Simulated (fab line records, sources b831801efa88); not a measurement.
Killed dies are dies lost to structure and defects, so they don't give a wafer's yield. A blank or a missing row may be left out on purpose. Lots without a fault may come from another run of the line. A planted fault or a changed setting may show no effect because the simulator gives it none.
fab line records | flow gf180mcu
record lots=14 wafers=42 last_day=34
route steps=602 shown SAB@276 M2@362 V2@386 M3@409
lots that met no fault: from a run of the same line without faults
start_h: hours from the record's first day to the start of the lot's first wafer shown | wait_h: hours since the lot's step before | " the same as in the row above | L1.1+2: a row that stands for several wafers | - no value, or no start given | * or withheld: withheld | < > ~ a bound
route shown NAME@n: a module of which the file shows steps, and the number in the route of the first | usual: mean/standard deviation of fault-free wafers | same: alike in all rows | chamber/n: place in a boat | sites: the reading at each site | _std_site: their standard deviation | _edge_site: outer sites' mean less inner sites' | radius_mm: how far each site lies from the wafer's centre | mask NAME#n: copy n | behind: the tool/chamber that last shaped the wafer | hold: why the lot was held/for how many hours/how that ended | device: the transistor (n, p or np) that didn't switch | end of line: the same wafers' tests at the end of the route | a step without rows: its recipe alone | killed: dies lost to structure and defects at the first sort, not the wafer's yield | map: a wafer's dies, x killed, . not, _ none there
set.NAME: the setting as run; set.NAME@STEP: as run at that earlier step | model.NAME: the simulator's own value behind a step, which no gauge read
steps of the route over a sample of lots; a table a step, a row a wafer
services: from which hour (start_h, from the record's first day; less than 0 if before it) a tool's chamber was out of use, for how many hours, and why
## steps
# step GF_SAB_WET_ETCH_12
# recipe chemistry=dHF target_depth_nm=22 dry=n2_spin target=SiO2 temp_c=25 dilution=100:1 time_s=440
# usual run_length_s=468/3.8
# columns lot.wafer tool chamber start_h wait_h run_length_s
L741.3 wet_bench-04 0 339.20 0.0 474
L741.4 " 0 " " 474
L741.6 " 0 " " 474
L742.1 wet_bench-01 2 348.91 0.0 465
L742.2 " 2 " " 465
L742.4 " 2 " " 465
L744.1 wet_bench-04 3 370.20 0.0 465
L744.2 " 3 " " 465
L744.6 " 3 " " 465
L746.1 wet_bench-01 1 382.65 0.0 467
L746.2 " 1 " " 467
L746.4 " 1 " " 467
L745.2 wet_bench-04 0 383.31 0.0 467
L745.4 " 0 " " 467
L745.5 " 0 " " 467
L747.1 wet_bench-04 1 396.43 0.0 464
L747.2 " 1 " " 464
L747.5 " 1 " " 464
L748.1 wet_bench-01 2 399.85 0.0 465
L748.5 " 2 " " 465
L748.6 " 2 " " 465
L750.2 wet_bench-04 1 414.66 0.0 472
L750.4 " 1 " " 472
L750.6 " 1 " " 472
L751.3 wet_bench-01 0 427.88 0.0 465
L751.4 " 0 " " 465
L751.6 " 0 " " 465
L752.4 wet_bench-04 2 436.66 0.0 465
L752.5 " 2 " " 465
L752.6 " 2 " " 465
L755.1 wet_bench-03 1 461.96 0.0 475
L755.4 " 1 " " 475
L755.6 " 1 " " 475
L760.2 wet_bench-03 1 503.71 0.0 542
L760.3 " 1 " " 542
L760.5 " 1 " " 542
L762.1 wet_bench-03 3 517.35 0.0 541
L762.2 " 3 " " 541
L762.4 " 3 " " 541
L764.2 wet_bench-04 1 540.35 0.0 472
L764.3 " 1 " " 472
L764.5 " 1 " " 472
# step GF_M2_SPUTTER_00
# recipe material=Ti target_thk_nm=37.5 arriving_ion_energy_ev=80 substrate_temp_c=200 chamber_pressure_pa=2 power_w=4000 time_s=150
# usual chamber_pressure_pa=2.000/0.004 throttle_valve_pct=29.9/1.5
# columns lot.wafer tool chamber start_h wait_h chamber_pressure_pa throttle_valve_pct
L741.3 pvd_sputter-04 - 412.73 0.2 2.000 30.4
L741.4 " - " " 1.998 31.8
L741.6 " - " " 1.990 27.9
L742.1 pvd_sputter-02 - 423.27 0.2 1.989 28.9
L742.2 " - " " 2.008 29.9
L742.4 " - " " 2.002 28.9
L744.1 pvd_sputter-01 - 447.19 0.2 2.002 28.0
L744.2 " - " " 1.996 31.6
L744.6 " - " " 1.998 29.4
L746.1 pvd_sputter-01 - 458.98 0.2 2.006 29.2
L746.2 " - " " 2.004 31.9
L746.4 " - " " 2.002 27.8
L745.2 pvd_sputter-04 - 460.58 0.1 2.002 31.3
L745.4 " - " " 1.993 31.5
L745.5 " - " " 2.003 31.6
L747.1 pvd_sputter-01 - 474.77 0.1 2.001 29.3
L747.2 " - " " 1.995 31.9
L747.5 " - " " 2.003 27.8
L748.1 pvd_sputter-02 - 479.29 0.2 1.997 28.9
L748.5 " - " " 2.001 30.1
L748.6 " - " " 1.999 29.0
L750.2 pvd_sputter-04 - 492.62 0.2 2.000 31.5
L750.4 " - " " 2.001 30.5
L750.6 " - " " 2.002 31.4
L751.3 pvd_sputter-02 - 507.07 0.2 2.001 30.1
L751.4 " - " " 2.003 29.2
L751.6 " - " " 1.997 29.0
L752.4 pvd_sputter-04 - 515.22 0.1 2.001 30.6
L752.5 " - " " 2.002 31.3
L752.6 " - " " 2.002 31.6
L755.1 pvd_sputter-01 - 539.47 0.1 1.993 27.7
L755.4 " - " " 2.003 31.9
L755.6 " - " " 2.001 31.6
L760.2 pvd_sputter-01 - 578.13 0.1 1.992 31.9
L760.3 " - " " 2.001 28.2
L760.5 " - " " 2.004 28.3
L762.1 pvd_sputter-01 - 591.04 0.1 2.004 27.7
L762.2 " - " " 1.996 28.4
L762.4 " - " " 2.009 29.2
L764.2 pvd_sputter-02 - 611.24 0.2 2.000 28.8
L764.3 " - " " 2.000 32.2
L764.5 " - " " 2.003 29.0
# step GF_V2_CMP_04
# recipe material=SiO2 down_force_psi=4 platen_rpm=60 pad_velocity_m_s=0.94248
# usual edge_zone_pressure_frac=1.001/0.0045 head_pressure_psi=4.001/0.0081 motor_current_A=11.9/0.83 time_to_endpoint_s=79/5.2
# columns lot.wafer tool chamber start_h wait_h edge_zone_pressure_frac head_pressure_psi motor_current_A time_to_endpoint_s
L741.3 cmp-01 3 438.21 0.0 1.008 4.002 11.8 74
L741.4 " 2 " " 0.997 3.994 10.6 77
L741.6 " 0 " " 0.996 3.993 11.8 77
L742.1 cmp-02 1 448.71 0.1 0.998 4.006 13.1 75
L742.4 " 2 " " 1.002 3.997 11.9 83
L742.2 " 0 " " 1.001 4.005 12.9 82
L744.1 cmp-01 0 472.67 0.1 1.001 3.997 11.2 82
L744.2 " 2 " " 1.001 3.999 11.4 75
L744.6 " 3 " " 0.996 4.005 11.9 88
L746.2 cmp-01 2 484.77 0.0 1.002 4.016 11.3 70
L746.1 " 3 " " 0.996 3.998 11.2 72
L746.4 " 1 " " 0.998 3.999 12.7 72
L745.2 cmp-01 1 486.62 0.1 0.998 3.999 13.0 77
L745.4 " 2 " " 1.006 4.009 11.4 73
L745.5 " 3 " " 0.994 3.996 10.8 79
L747.1 cmp-02 3 500.08 0.1 1.003 3.998 11.7 86
L747.2 " 0 " " 1.001 4.011 12.6 86
L747.5 " 3 " " 0.999 4.020 11.6 86
L748.1 cmp-02 3 503.95 0.1 1.001 4.007 11.7 77
L748.5 " 1 " " 0.997 3.993 12.4 87
L748.6 " 2 " " 1.006 4.001 11.7 84
L750.4 cmp-01 2 517.69 0.1 0.999 4.009 11.2 76
L750.2 " 3 " " 0.998 3.984 11.8 80
L750.6 " 1 " " 1.000 3.993 13.8 82
L751.3 cmp-01 0 531.37 0.1 1.012 4.003 11.0 72
L751.4 " 1 " " 1.003 3.996 13.2 75
L751.6 " 3 " " 1.000 4.012 11.7 83
L752.4 cmp-02 1 539.60 0.0 1.000 4.005 12.5 82
L752.5 " 1 " " 1.004 4.011 13.1 91
L752.6 " 2 " " 0.999 4.010 11.1 82
L755.1 cmp-02 1 562.77 0.1 1.002 4.013 13.1 77
L755.4 " 2 " " 1.002 4.008 11.4 83
L755.6 " 2 " " 0.995 4.016 11.4 89
L760.2 cmp-02 1 600.37 0.1 1.003 3.995 13.0 76
L760.3 " 2 " " 1.009 4.009 11.2 67
L760.5 " 3 " " 1.002 3.994 11.7 76
L762.1 cmp-02 3 613.39 0.1 1.006 4.002 12.1 70
L762.4 " 0 " " 0.995 4.001 13.0 79
L762.2 " 2 " " 1.003 3.991 11.0 68
L764.2 cmp-02 1 632.08 0.1 1.008 3.994 13.4 72
L764.3 " 2 " " 1.008 3.995 11.0 77
L764.5 " 1 " " 1.001 3.994 12.7 79
# step GF_M3_SPUTTER_00
# recipe material=Ti target_thk_nm=37.5 arriving_ion_energy_ev=80 substrate_temp_c=200 chamber_pressure_pa=2 power_w=4000 time_s=150
# usual chamber_pressure_pa=2.000/0.0038 throttle_valve_pct=30.2/1.2
# columns lot.wafer tool chamber start_h wait_h chamber_pressure_pa throttle_valve_pct
L741.3 pvd_sputter-03 - 465.00 0.1 1.995 30.7
L741.4 " - " " 2.003 31.2
L741.6 " - " " 2.000 29.9
L742.1 pvd_sputter-03 - 475.19 0.1 1.996 30.1
L742.2 " - " " 2.001 30.2
L742.4 " - " " 2.001 31.5
L744.1 pvd_sputter-02 - 498.29 0.2 1.992 29.0
L744.2 " - " " 2.002 29.2
L744.6 " - " " 2.000 32.3
L746.1 pvd_sputter-03 - 510.24 0.1 1.999 30.3
L746.2 " - " " 2.001 30.0
L746.4 " - " " 1.999 29.9
L745.2 pvd_sputter-04 - 512.47 0.2 2.004 28.0
L745.4 " - " " 1.998 31.4
L745.5 " - " " 1.999 31.7
L747.1 pvd_sputter-04 - 525.23 0.2 2.005 30.9
L747.2 " - " " 1.998 32.0
L747.5 " - " " 1.996 30.4
L748.1 pvd_sputter-02 - 529.23 0.1 1.999 29.2
L748.5 " - " " 1.989 30.1
L748.6 " - " " 1.998 28.9
L750.2 pvd_sputter-04 - 542.23 0.2 1.999 31.4
L750.4 " - " " 2.003 27.8
L750.6 " - " " 1.997 28.1
L751.3 pvd_sputter-04 - 555.68 0.1 1.996 30.8
L751.4 " - " " 1.998 31.7
L751.6 " - " " 1.994 27.8
L752.4 pvd_sputter-02 - 564.35 0.1 1.999 30.0
L752.5 " - " " 2.003 28.9
L752.6 " - " " 1.999 29.1
L755.1 pvd_sputter-04 - 586.67 0.1 2.000 31.1
L755.4 " - " " 2.002 28.0
L755.6 " - " " 2.000 30.4
L760.2 pvd_sputter-02 - 622.45 0.2 1.996 30.4
L760.3 " - " " 1.997 29.1
L760.5 " - " " 2.005 32.4
L762.1 pvd_sputter-03 - 636.51 0.1 2.004 30.4
L762.2 " - " " 1.997 29.9
L762.4 " - " " 1.996 30.4
L764.2 pvd_sputter-02 - 653.34 0.2 1.996 29.4
L764.3 " - " " 1.997 29.0
L764.5 " - " " 1.995 32.0
## services
# columns tool chamber start_h hours kind
pvd_sputter-03 - 358.02 9.9 repair
cmp-02 - 361.76 0.5 repair
cmp-02 - 367.26 4.6 pm
pvd_sputter-02 - 374.29 1.5 repair
cmp-01 - 388.86 1.2 repair
cmp-01 - 404.44 4.0 pm
cmp-02 - 404.82 1.9 repair
cmp-02 - 442.73 5.3 repair
cmp-02 - 446.33 1.1 repair
cmp-02 - 489.92 1.1 repair
pvd_sputter-02 - 500.35 3.0 repair
cmp-01 - 502.23 0.8 repair
cmp-02 - 517.84 1.6 repair
cmp-02 - 527.60 1.7 repair
pvd_sputter-02 - 532.79 3.6 repair
pvd_sputter-03 - 541.90 1.8 repair
pvd_sputter-01 - 554.94 5.0 repair
pvd_sputter-02 - 561.35 1.7 repair
wet_bench-01 - 561.80 2.6 repair
cmp-02 - 573.31 4.0 pm
pvd_sputter-03 - 578.31 3.4 repair
pvd_sputter-03 - 586.93 3.3 repair
wet_bench-01 - 588.68 1.9 pm
cmp-01 - 590.12 12.5 pm
## key
first_sign step=GF_SAB_WET_ETCH_12 reading=run_length_s direction=up sigmas=19 usual=* struck=*
effect none on later readings
met_at GF_SAB_WET_ETCH_12
struck_lots L760,L762
tester_left_out L760,L762
not_acting_at GF_M2_SPUTTER_00,GF_V2_CMP_04,GF_M3_SPUTTER_00
onset_between 461.96 503.71
fault kind=process_parameter_drift tool=wet_bench-03 chamber=- onset_h=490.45 steps=GF_SAB_WET_ETCH_12 channel=time_s offset=* shape=step end_h=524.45 acts_in=* stated=*
# tester_left_out: of these lots the tester's yield and bins aren't shown, on N5 and GAA mostly nor the transistor test; their killed dies are dies lost to structure and defects alone, not to doping, threshold or leakage, so they don't give the yield
